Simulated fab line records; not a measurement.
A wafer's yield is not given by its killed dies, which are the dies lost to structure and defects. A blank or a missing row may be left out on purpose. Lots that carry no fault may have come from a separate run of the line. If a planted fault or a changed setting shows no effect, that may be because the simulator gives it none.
Comparing a struck lot with a sound one :: flow gf180mcu :: 15 out of 602 route steps
Sound: the wafers L305.2, L305.3, L305.6. Wafers struck: L319.1, L319.3, L319.6. Last of all comes the cause.
Order at every step that has rows: each side's tool, ch and its chambers, its first start. Under that, the readings that differ: sound wafers :: struck wafers :: difference of the means :: sigmas: that difference in standard deviations of wafers without a fault.
alike: readings whose means differ by less than 2 such deviations, and words and numbers that are the same on both sides. not compared: withheld readings, readings that some wafer has no value for, bounds like >300 that may hide the same value, and numbers for which the record gives no deviation and whose values overlap.
A row with sigmas, a row that says differs or no value, or rows on one side alone: a step with any of these is where the two part. Numbers that don't overlap but have no deviation are shown without sigmas and don't part them. Lack of a reading on every wafer of one side parts them only where that side has two or more wafers.

GF_V1_STRIP_18: strips in O2/N2.
  sound on plasma asher-02 ch 1, day 21 13:29; struck on plasma asher-04 ch 0,1, day 25 17:26
  alike: drypump motor current A, heater power w, oes product au, platen temp c
  not compared: rf hours counter h
then, 3 steps without rows for these wafers: GF_V1_STRIP_19 (strips in post etch residue remover, time 1200 s); GF_V1_CLEAN_20 (cleans in DIW); GF_V1_SPUTTER_21 (material Ti, target thk 15 nm, time 80.02 s).
GF_V1_SPUTTER_22: material TiN, target thk 10 nm, time 40 s.
  sound on pvd sputter-01 at day 21 14:05; struck on pvd sputter-04 at day 25 18:02
  alike: throttle valve pct
GF_V1_CVD_23: deposits W, target thk 350 nm, time 105.05 s.
  sound on cvd w-01 ch 0,1, day 21 14:08; struck on cvd w-01 ch 0,1, day 25 18:05
  alike: heater power w
GF_V1_RS_MEAS_24: a four-point-probe measurement.
  sound on film metro-04 at day 21 14:16; struck on film metro-03 at day 25 18:11
  alike: V1_W_RS
GF_V1_THK_MEAS_25: measures by xrf.
  sound on film metro-04 at day 21 14:22; struck on film metro-03 at day 25 18:19
  alike: V1_W_THK
then, 1 step without rows for these wafers: GF_V1_CMP_26 (polishes, stops on SiO2, t overpolish 15 s, target thk 0 nm).
GF_M2_SPUTTER_00: material Ti, target thk 37.5 nm, time 150 s.
  sound on pvd sputter-04 at day 21 14:43; struck on pvd sputter-04 at day 25 18:52
  alike: throttle valve pct
then, 2 steps without rows for these wafers: GF_M2_SPUTTER_01 (material TiN, target thk 30 nm, time 25 s); GF_M2_SPUTTER_02 (material AlCu, target thk 450 nm, time 23.9 s).
GF_M2_SPUTTER_03: material Ti, target thk 10 nm, time 6.7 s.
  sound on pvd sputter-04 at day 21 14:53; struck on pvd sputter-04 at day 25 19:01
reading: model.Ti_of_M2_SPUTTER_03.thk nm (nm)
sound: 9.999 10.08 9.977
struck: 7.192 7.212 7.081
difference: -2.857
sigmas: 
  alike: throttle valve pct
GF_M2_SPUTTER_04: material TiN, target thk 50 nm, time 41.7 s.
  sound on pvd sputter-04 at day 21 14:54; struck on pvd sputter-04 at day 25 19:02
  alike: throttle valve pct
after that, 1 step had no rows for these wafers: GF_PASSIVATION_PROBE_99.

## WHERE THEY PART
Nowhere in this record.

WHY: the cause the simulator had injected
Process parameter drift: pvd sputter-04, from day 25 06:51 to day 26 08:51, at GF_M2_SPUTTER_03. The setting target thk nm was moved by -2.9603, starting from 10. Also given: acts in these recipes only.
